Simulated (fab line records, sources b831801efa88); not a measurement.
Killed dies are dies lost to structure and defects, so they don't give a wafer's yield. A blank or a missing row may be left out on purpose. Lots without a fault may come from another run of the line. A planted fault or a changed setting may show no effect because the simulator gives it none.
Which tool did it? | flow gf180mcu | 14 lots, 42 wafers sampled, at 4 steps of a route of 602

WHAT THE GAUGES READ, wafer by wafer
GF_STI_THK_MEAS_02.
lot  | measured    | on            | STI_OXIDATION_THK (nm)
L576 | day 1 11:31 | film_metro-02 | 11.29 11.22 10.99
L581 | day 2 14:10 | film_metro-02 | 10.79 10.79 10.90
L585 | day 3 08:31 | film_metro-01 | 11.24 10.95 10.95
L586 | day 3 14:19 | film_metro-02 | 10.49 10.52 10.65
L588 | day 4 00:02 | film_metro-03 | 10.77 10.69 10.73
L591 | day 4 14:31 | film_metro-02 | 11.12 11.23 11.00
L592 | day 4 19:31 | film_metro-01 | 10.83 11.02 11.00
L593 | day 5 00:37 | film_metro-03 | 11.22 11.15 11.10
L594 | day 5 06:04 | film_metro-02 | 11.16 11.16 11.15
L595 | day 5 11:45 | film_metro-03 | 10.94 11.02 11.35
L596 | day 5 15:31 | film_metro-03 | 11.01 11.02 10.84
L597 | day 5 21:29 | film_metro-01 | 11.04 10.95 10.95
L598 | day 6 02:21 | film_metro-03 | 10.90 11.08 10.93
L599 | day 6 06:31 | film_metro-02 | 11.08 11.31 11.15

GF_PSD_RS_MEAS_14: measures by four-point-probe.
lot  | measured     | on            | NSD_RS (ohm/sq)
L576 | day 14 14:29 | film_metro-04 | 46.19 46.10 46.38
L581 | day 16 01:38 | film_metro-02 | 46.04 46.06 46.00
L585 | day 17 08:23 | film_metro-04 | 46.94 46.93 46.88
L586 | day 17 22:02 | film_metro-01 | 46.94 46.87 46.94
L588 | day 18 11:14 | film_metro-02 | 45.98 46.13 46.10
L591 | day 19 13:08 | film_metro-04 | 46.03 46.02 46.16
L592 | day 19 21:55 | film_metro-04 | 46.21 46.12 46.13
L593 | day 20 12:35 | film_metro-02 | 46.17 46.22 46.21
L594 | day 20 17:59 | film_metro-02 | 46.19 46.23 46.10
L595 | day 20 23:31 | film_metro-01 | 46.05 46.06 45.99
L596 | day 21 05:08 | film_metro-02 | 46.16 46.09 46.15
L597 | day 21 22:44 | film_metro-02 | 46.25 46.33 46.16
L598 | day 22 00:34 | film_metro-02 | 46.22 46.20 46.16
L599 | day 22 06:39 | film_metro-01 | 46.05 46.09 46.16

GF_SAB_CD_MEAS_09: target cd 420 nm.
lot  | measured     | on        | cd_nm (nm)
L576 | day 15 11:58 | cd_sem-01 | 417.7 415.6 418.5
L581 | day 17 00:18 | cd_sem-02 | 426.3 422.8 425.7
L585 | day 18 07:38 | cd_sem-01 | 420.0 420.3 419.7
L586 | day 18 22:14 | cd_sem-01 | 423.1 423.3 421.1
L588 | day 19 11:28 | cd_sem-01 | 420.6 423.2 423.0
L591 | day 20 13:47 | cd_sem-02 | 420.0 421.9 423.3
L592 | day 20 22:34 | cd_sem-01 | 415.5 415.0 419.2
L593 | day 21 12:23 | cd_sem-01 | 417.4 418.4 418.3
L594 | day 21 17:47 | cd_sem-02 | 420.9 421.2 419.4
L595 | day 21 23:13 | cd_sem-01 | 422.8 424.2 421.7
L596 | day 22 04:59 | cd_sem-02 | 419.1 421.7 421.4
L597 | day 22 22:23 | cd_sem-02 | 418.7 419.7 420.2
L598 | day 22 23:44 | cd_sem-01 | 419.6 419.2 417.3
L599 | day 23 05:31 | cd_sem-01 | 420.1 419.6 421.3

WHICH TOOL RAN EACH LOT (tool, then ch and the chambers of the sampled wafers, then the start)
lot  | GF_NSD_IMPLANT_10
L576 | implanter-02 ch 0, day 13 17:38
L581 | implanter-03 ch 0, day 15 03:13
L585 | implanter-02 ch 0, day 16 08:58
L586 | implanter-02 ch 0, day 16 22:36
L588 | implanter-03 ch 0, day 17 11:12
L591 | implanter-04 ch 0, day 18 11:52
L592 | implanter-04 ch 0, day 18 20:58
L593 | implanter-03 ch 0, day 19 11:22
L594 | implanter-04 ch 0, day 19 16:37
L595 | implanter-03 ch 0, day 19 23:00
L596 | implanter-02 ch 0, day 20 05:01
L597 | implanter-04 ch 0, day 20 21:55
L598 | implanter-03 ch 0, day 21 00:13
L599 | implanter-04 ch 0, day 21 06:07
- GF_NSD_IMPLANT_10

WHAT THE TOOLS THEMSELVES READ (means of the sampled wafers that have a number; where no wafer has one, the mark that the record gives instead)
GF_NSD_IMPLANT_10.
lot  | tool         | beam_on_s (s) | faraday_current_uA
L576 | implanter-02 | 9.87          | 2826
L581 | implanter-03 | 10.01         | 2786
L585 | implanter-02 | 8.55          | 3263
L586 | implanter-02 | 8.57          | 3251
L588 | implanter-03 | 9.78          | 2839
L591 | implanter-04 | 9.92          | 2817
L592 | implanter-04 | 9.97          | 2787
L593 | implanter-03 | 9.96          | 2799
L594 | implanter-04 | 10.05         | 2774
L595 | implanter-03 | 9.97          | 2784
L596 | implanter-02 | 10.05         | 2791
L597 | implanter-04 | 9.99          | 2795
L598 | implanter-03 | 9.95          | 2803
L599 | implanter-04 | 9.83          | 2833

THE ANSWER, worked out from the rows above alone
Rule: what is usual is taken from the lots themselves. Put in order of their means at a reading, lots are off if they are a third of the lots or fewer, leave a main group of 4 or more, and stand apart from it by a gap of 3 or more times the standard deviation of the main group's means; of several such gaps the widest counts. A main group whose means are all the same, to the digits that the tables above print for the reading, isn't used. A lot without any number at a reading at which 4 lots or more have one is off too. The other lots that the step has rows for count as sound. The gauges are gone through in route order, then the tools' own readings, and for those a lot's mean is taken as printed above. The first step at which some lot is off is used, and at that step the reading that is off furthest; a lot without a number counts as furthest.
Off: L585, L586, at GF_PSD_RS_MEAS_14 (NSD_RS). The main group: mean 46.14 ohm/sq, standard deviation 0.071.
A tool fits if, at a process step before that reading, it ran every lot that is off, and no sound lot after the first of them. The gauges at GF_PSD_RS_MEAS_14 aren't tried: what is off there is off at GF_NSD_IMPLANT_10 too, on other tools, and a gauge's error can't cause that. None of those tried fits.

WHAT THE SIMULATOR HAD PUT IN
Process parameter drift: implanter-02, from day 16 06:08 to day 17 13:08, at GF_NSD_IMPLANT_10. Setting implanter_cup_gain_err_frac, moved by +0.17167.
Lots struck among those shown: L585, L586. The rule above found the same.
